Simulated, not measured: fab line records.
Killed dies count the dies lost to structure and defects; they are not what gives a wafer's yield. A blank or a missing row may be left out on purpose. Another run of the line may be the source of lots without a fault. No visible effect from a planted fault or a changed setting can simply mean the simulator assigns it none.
fab line records ; flow sky130
[record] lots = 13; wafers = 39; last-day = 50
route steps=708 shown POLY_GATE@231 LI_CONTACT@374 LOCAL_INTERCONNECT@389
lots that met no fault: taken from a fault-free run of the same line
start-h: the number of hours between the record's first day and the start of the first shown wafer of the lot ; wait-h: time in hours since the lot's previous step ; " repeats the value in the row above ; L1.1+2: several wafers, shown together as one row ; - either no value or no given start ; * or withheld: withheld ; < > ~ a bound
route shown NAME@n: NAME is a module with steps in the file, n the number in the route of the first one ; usual: mean/standard deviation taken from wafers without a fault ; same: alike in all rows ; chamber/n: place in a boat ; sites: per-site readings ; _std_site: standard deviation across them ; _edge_site: the outer-site mean with the inner-site mean subtracted ; radius-mm: how far each site lies from the wafer's centre ; mask NAME#n: copy n ; behind: the most recent tool/chamber to have shaped the wafer ; hold: the reason the lot was held/the length of the hold in hours/how it ended ; device: which transistor (n, p or np) failed to switch ; end of line: tests run on the same wafers once the route is complete ; a step given without rows: its recipe and nothing more ; killed: dies that structure and defects cost at the first sort, which is not the same as the wafer's yield ; map: dies across one wafer; x = killed, . = not, _ = none there
set.NAME: the setting that was run; set.NAME@STEP: the one run at that earlier step ; model.NAME: the simulator's own value behind a step, which no gauge read
the route's steps for a sample of lots (tables are steps, rows are wafers)
services: a tool's chamber out of use, with start hour (start-h, from the record's first day; less than 0 if before it), hours out, and reason
[[steps]]
[step SKY_POLY_GATE_ETCH_17]
[recipe] target-depth-nm = 180; stop-on = SiO2; over-etch-frac = 0.56667; chemistry = HBr/Cl2; target = poly-Si; icp-w = 400; bias-w = 100; pressure-mtorr = 10; HBr_flow_sccm = 150; Cl2_flow_sccm = 50; time-s = 70.5
[usual] HBr_flow_sccm = 150.0/0.47; bias-w = 100.0/0.31; drypump-motor-current-A = 5.6/0.41; oes-product-au = 0.986/0.0068; over-etch-frac = 0.56667/0; throttle-valve-pct = 33.684/0.0094
lot.wafer;tool;chamber;start-h;wait-h;HBr_flow_sccm;bias-w;drypump-motor-current-A;oes-product-au;over-etch-frac;rf-hours-counter-h;throttle-valve-pct
L112.2;rie-si-02;0;363.45;0.0;149.5;100.3;5.3;0.976;0.56667;72;33.679
L112.3;rie-si-02;1;363.45;0.0;149.9;100.3;5.3;0.984;0.56667;84;33.682
L112.6;rie-si-02;3;363.45;0.0;149.3;100.0;5.6;0.987;0.56667;-;33.683
L113.1;rie-si-01;3;374.57;0.0;149.8;99.8;5.3;0.992;0.56667;11;33.687
L113.5;rie-si-01;2;374.57;0.0;149.5;100.3;6.4;0.982;0.56667;-;33.687
L113.6;rie-si-01;1;374.57;0.0;150.0;99.5;5.6;0.997;0.56667;-;33.683
L115.4;rie-si-01;3;397.68;0.0;150.1;99.5;5.3;0.983;0.56667;11;33.678
L115.5;rie-si-01;3;397.68;0.0;149.8;99.7;5.3;0.980;0.56667;-;33.668
L115.6;rie-si-01;0;397.68;0.0;149.6;99.8;6.2;0.980;0.56667;-;33.688
L116.1;rie-si-01;1;402.35;0.0;150.3;100.5;5.6;0.981;0.56667;12;33.685
L116.2;rie-si-01;2;402.35;0.0;149.4;99.6;6.4;0.974;0.56667;3;33.683
L116.3;rie-si-01;3;402.35;0.0;149.3;99.9;5.2;0.982;0.56667;11;33.661
L118.1;rie-si-02;1;420.03;0.0;150.6;99.9;5.3;0.994;0.56667;0;33.675
L118.3;rie-si-02;2;420.03;0.0;150.0;99.9;5.2;0.993;0.56667;70;33.699
L118.6;rie-si-02;1;420.03;0.0;149.8;100.3;5.3;0.984;0.56667;-;33.680
L119.3;rie-si-01;0;426.02;0.0;149.8;100.3;6.2;0.991;0.56667;45;33.674
L119.4;rie-si-01;3;426.02;0.0;150.1;100.4;5.3;0.993;0.56667;11;33.680
L119.5;rie-si-01;1;426.02;0.0;150.3;100.0;5.6;0.979;0.56667;-;33.704
L120.1;rie-si-02;3;447.97;0.0;150.4;100.0;5.6;0.990;0.51952;60;33.700
L120.3;rie-si-02;1;447.97;0.0;149.8;99.7;5.3;0.993;0.51952;-;33.696
L120.6;rie-si-02;3;447.97;0.0;150.8;100.1;5.6;0.990;0.51952;-;33.688
L121.1;rie-si-02;1;448.18;0.0;149.4;100.0;5.4;1.002;0.51952;1;33.682
L121.2;rie-si-02;3;448.18;0.0;149.8;99.9;5.6;0.987;0.51952;60;33.675
L121.3;rie-si-02;1;448.18;0.0;149.7;99.9;5.3;0.994;0.51952;-;33.696
L130.1;rie-si-02;1;525.33;0.0;149.1;100.3;5.3;0.989;0.56667;1;33.674
L130.3;rie-si-02;0;525.33;0.0;150.1;99.9;5.2;0.992;0.56667;0;33.701
L130.6;rie-si-02;0;525.33;0.0;150.2;99.8;5.3;0.997;0.56667;-;33.695
L131.1;rie-si-02;3;532.41;0.0;149.8;99.4;5.6;0.983;0.56667;0;33.678
L131.2;rie-si-02;2;532.41;0.0;150.1;100.4;5.2;0.993;0.56667;0;33.679
L131.3;rie-si-02;0;532.41;0.0;150.6;99.9;5.3;0.987;0.56667;0;33.685
L132.4;rie-si-01;1;545.37;0.1;150.0;100.2;5.6;0.996;0.56667;-;33.703
L132.5;rie-si-01;3;545.37;0.1;150.4;100.0;5.3;0.979;0.56667;-;33.689
L132.6;rie-si-01;2;545.37;0.1;150.4;100.4;6.4;0.978;0.56667;-;33.683
L133.3;rie-si-02;1;550.30;0.0;148.8;99.6;5.3;0.971;0.56667;1;33.663
L133.5;rie-si-02;2;550.30;0.0;150.3;100.0;5.2;0.982;0.56667;-;33.684
L133.6;rie-si-02;3;550.30;0.0;150.1;100.1;5.5;0.989;0.56667;-;33.682
L135.2;rie-si-02;1;565.85;0.0;150.0;100.2;5.3;0.986;0.56667;1;33.677
L135.4;rie-si-02;2;565.85;0.0;150.0;99.7;5.2;0.985;0.56667;0;33.675
L135.6;rie-si-02;2;565.85;0.0;149.3;100.1;5.2;0.983;0.56667;-;33.690
[step SKY_LI_CONTACT_CD_MEAS_12]
[recipe] target-cd-nm = 170
[usual] cd-nm = 170.3/1.8
lot.wafer;tool;chamber;start-h;wait-h;cd-nm
L112.2;cd-sem-02;-;669.41;-;169.2
L112.3;cd-sem-02;-;669.41;-;168.3
L112.6;cd-sem-02;-;669.41;-;168.1
L113.1;cd-sem-02;-;684.53;-;171.0
L113.5;cd-sem-02;-;684.53;-;169.9
L113.6;cd-sem-02;-;684.53;-;170.9
L115.4;cd-sem-02;-;701.60;-;168.6
L115.5;cd-sem-02;-;701.60;-;169.1
L115.6;cd-sem-02;-;701.60;-;169.5
L116.1;cd-sem-01;-;711.03;-;169.3
L116.2;cd-sem-01;-;711.03;-;169.2
L116.3;cd-sem-01;-;711.03;-;169.8
L118.1;cd-sem-02;-;719.74;-;169.4
L118.3;cd-sem-02;-;719.74;-;168.9
L118.6;cd-sem-02;-;719.74;-;169.9
L119.3;cd-sem-02;-;728.87;-;170.7
L119.4;cd-sem-02;-;728.87;-;170.3
L119.5;cd-sem-02;-;728.87;-;170.3
L120.1;cd-sem-01;-;747.79;-;170.2
L120.3;cd-sem-01;-;747.79;-;170.5
L120.6;cd-sem-01;-;747.79;-;169.7
L121.1;cd-sem-02;-;748.34;-;172.7
L121.2;cd-sem-02;-;748.34;-;172.4
L121.3;cd-sem-02;-;748.34;-;171.8
L130.1;cd-sem-02;-;813.59;-;171.5
L130.3;cd-sem-02;-;813.59;-;170.0
L130.6;cd-sem-02;-;813.59;-;169.6
L131.1;cd-sem-02;-;822.03;-;169.3
L131.2;cd-sem-02;-;822.03;-;169.3
L131.3;cd-sem-02;-;822.03;-;169.3
L132.4;cd-sem-01;-;833.35;-;168.8
L132.5;cd-sem-01;-;833.35;-;168.8
L132.6;cd-sem-01;-;833.35;-;169.4
L133.3;cd-sem-02;-;835.29;-;172.4
L133.5;cd-sem-02;-;835.29;-;171.5
L133.6;cd-sem-02;-;835.29;-;171.6
L135.2;cd-sem-01;-;847.47;-;169.9
L135.4;cd-sem-01;-;847.47;-;170.0
L135.6;cd-sem-01;-;847.47;-;169.8
[step SKY_LI_CONTACT_RS_MEAS_22]
[recipe] thk-meas-gauge = four-point-probe; reads = W_of_LI_CONTACT_CVD_21+TiN_of_LI_CONTACT_SPUTTER_20+Ti_of_LI_CONTACT_SPUTTER_19
[usual] LI_CONTACT_W_RS = 0.2827/0.0023
lot.wafer;tool;chamber;start-h;wait-h;LI_CONTACT_W_RS[ohm/sq]
L112.2;film-metro-03;-;670.28;0.1;0.2820
L112.3;film-metro-03;-;670.28;0.1;0.2826
L112.6;film-metro-03;-;670.28;0.1;0.2844
L113.1;film-metro-02;-;685.37;0.1;0.2859
L113.5;film-metro-02;-;685.37;0.1;0.2870
L113.6;film-metro-02;-;685.37;0.1;0.2857
L115.4;film-metro-03;-;702.44;0.1;0.2829
L115.5;film-metro-03;-;702.44;0.1;0.2854
L115.6;film-metro-03;-;702.44;0.1;0.2860
L116.1;film-metro-02;-;711.87;0.1;0.2807
L116.2;film-metro-02;-;711.87;0.1;0.2775
L116.3;film-metro-02;-;711.87;0.1;0.2833
L118.1;film-metro-03;-;720.63;0.1;0.2838
L118.3;film-metro-03;-;720.63;0.1;0.2798
L118.6;film-metro-03;-;720.63;0.1;0.2827
L119.3;film-metro-03;-;729.83;0.2;0.2837
L119.4;film-metro-03;-;729.83;0.2;0.2821
L119.5;film-metro-03;-;729.83;0.2;0.2877
L120.1;film-metro-01;-;748.65;0.1;0.2841
L120.3;film-metro-01;-;748.65;0.1;0.2796
L120.6;film-metro-01;-;748.65;0.1;0.2834
L121.1;film-metro-03;-;749.20;0.1;0.2894
L121.2;film-metro-03;-;749.20;0.1;0.2849
L121.3;film-metro-03;-;749.20;0.1;0.2834
L130.1;film-metro-03;-;819.07;0.1;0.2842
L130.3;film-metro-03;-;819.07;0.1;0.2842
L130.6;film-metro-03;-;819.07;0.1;0.2840
L131.1;film-metro-03;-;822.87;0.1;0.2797
L131.2;film-metro-03;-;822.87;0.1;0.2793
L131.3;film-metro-03;-;822.87;0.1;0.2804
L132.4;film-metro-01;-;834.35;0.1;0.2837
L132.5;film-metro-01;-;834.35;0.1;0.2859
L132.6;film-metro-01;-;834.35;0.1;0.2792
L133.3;film-metro-01;-;836.28;0.1;0.2797
L133.5;film-metro-01;-;836.28;0.1;0.2821
L133.6;film-metro-01;-;836.28;0.1;0.2828
L135.2;film-metro-03;-;848.31;0.1;0.2817
L135.4;film-metro-03;-;848.31;0.1;0.2810
L135.6;film-metro-03;-;848.31;0.1;0.2801
[step SKY_LOCAL_INTERCONNECT_THK_MEAS_02]
[recipe] thk-meas-gauge = xrf; reads = TiN_of_LOCAL_INTERCONNECT_SPUTTER_00
[usual] LOCAL_INTERCONNECT_TIN_THK = 103.0/0.99
lot.wafer;tool;chamber;start-h;wait-h;LOCAL_INTERCONNECT_TIN_THK[nm]
L112.2;film-metro-04;-;670.94;0.1;102.2
L112.3;film-metro-04;-;670.94;0.1;103.2
L112.6;film-metro-04;-;670.94;0.1;102.2
L113.1;film-metro-04;-;686.03;0.1;101.2
L113.5;film-metro-04;-;686.03;0.1;100.6
L113.6;film-metro-04;-;686.03;0.1;101.7
L115.4;film-metro-01;-;703.08;0.1;104.1
L115.5;film-metro-01;-;703.08;0.1;104.8
L115.6;film-metro-01;-;703.08;0.1;104.9
L116.1;film-metro-04;-;712.53;0.1;104.2
L116.2;film-metro-04;-;712.53;0.1;103.2
L116.3;film-metro-04;-;712.53;0.1;103.4
L118.1;film-metro-02;-;721.41;0.1;103.1
L118.3;film-metro-02;-;721.41;0.1;103.7
L118.6;film-metro-02;-;721.41;0.1;103.7
L119.3;film-metro-01;-;730.48;0.1;103.5
L119.4;film-metro-01;-;730.48;0.1;104.2
L119.5;film-metro-01;-;730.48;0.1;103.4
L120.1;film-metro-02;-;749.31;0.1;103.3
L120.3;film-metro-02;-;749.31;0.1;103.6
L120.6;film-metro-02;-;749.31;0.1;102.7
L121.1;film-metro-02;-;749.86;0.1;104.7
L121.2;film-metro-02;-;749.86;0.1;104.2
L121.3;film-metro-02;-;749.86;0.1;103.7
L130.1;film-metro-02;-;819.73;0.1;103.7
L130.3;film-metro-02;-;819.73;0.1;102.1
L130.6;film-metro-02;-;819.73;0.1;102.4
L131.1;film-metro-02;-;823.53;0.1;102.9
L131.2;film-metro-02;-;823.53;0.1;102.5
L131.3;film-metro-02;-;823.53;0.1;103.4
L132.4;film-metro-02;-;834.98;0.1;102.4
L132.5;film-metro-02;-;834.98;0.1;102.2
L132.6;film-metro-02;-;834.98;0.1;101.7
L133.3;film-metro-01;-;836.93;0.1;102.1
L133.5;film-metro-01;-;836.93;0.1;101.9
L133.6;film-metro-01;-;836.93;0.1;103.9
L135.2;film-metro-04;-;848.96;0.1;100.0
L135.4;film-metro-04;-;848.96;0.1;101.0
L135.6;film-metro-04;-;848.96;0.1;102.4
[[services]]
tool;chamber;start-h;hours;kind
rie-si-02;-;362.66;0.5;repair
rie-si-02;1;371.29;-;clean
rie-si-02;1;371.29;13.1;scheduled-down
rie-si-02;1;371.29;13.1;vent-cycle
rie-si-01;1;383.06;2.3;repair
rie-si-02;0;423.96;-;clean
rie-si-02;0;423.96;18.5;scheduled-down
rie-si-02;0;423.96;18.5;vent-cycle
rie-si-01;0;432.31;8.3;repair
rie-si-01;-;437.97;0.5;repair
rie-si-02;2;442.44;-;clean
rie-si-02;2;442.44;26.7;scheduled-down
rie-si-02;2;442.44;26.7;vent-cycle
rie-si-01;-;447.26;2.8;pm
rie-si-02;0;447.74;5.2;repair
rie-si-01;2;474.63;4.5;repair
rie-si-02;3;475.40;-;clean
rie-si-02;3;475.40;20.1;scheduled-down
rie-si-02;3;475.40;20.1;vent-cycle
rie-si-02;1;512.69;8.1;repair
rie-si-01;0;541.03;-;clean
rie-si-01;0;541.03;22.3;scheduled-down
rie-si-01;0;541.03;22.3;vent-cycle
[[key]]
[first-sign] step = SKY_POLY_GATE_ETCH_17; reading = over-etch-frac; direction = down; sigmas = 99+; usual = 0.56667; struck = 0.51952
effect none on later readings
met-at SKY_POLY_GATE_ETCH_17
struck-lots L120,L121
tester-left-out L120,L121
not-acting-at SKY_LI_CONTACT_CD_MEAS_12,SKY_LI_CONTACT_RS_MEAS_22,SKY_LOCAL_INTERCONNECT_THK_MEAS_02
onset-between 420.03 447.97
[fault] kind = process-parameter-drift; tool = rie-si-02; chamber = -; onset-h = 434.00; steps = SKY_POLY_GATE_ETCH_17; channel = over-etch-frac; offset = -0.047147; shape = step; end-h = 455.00; stated = 0.56667
// tester-left-out: of these lots the tester's yield and bins aren't shown, on N5 and GAA mostly nor the transistor test; their killed dies are dies lost to structure and defects alone, not to doping, threshold or leakage, so they don't give the yield
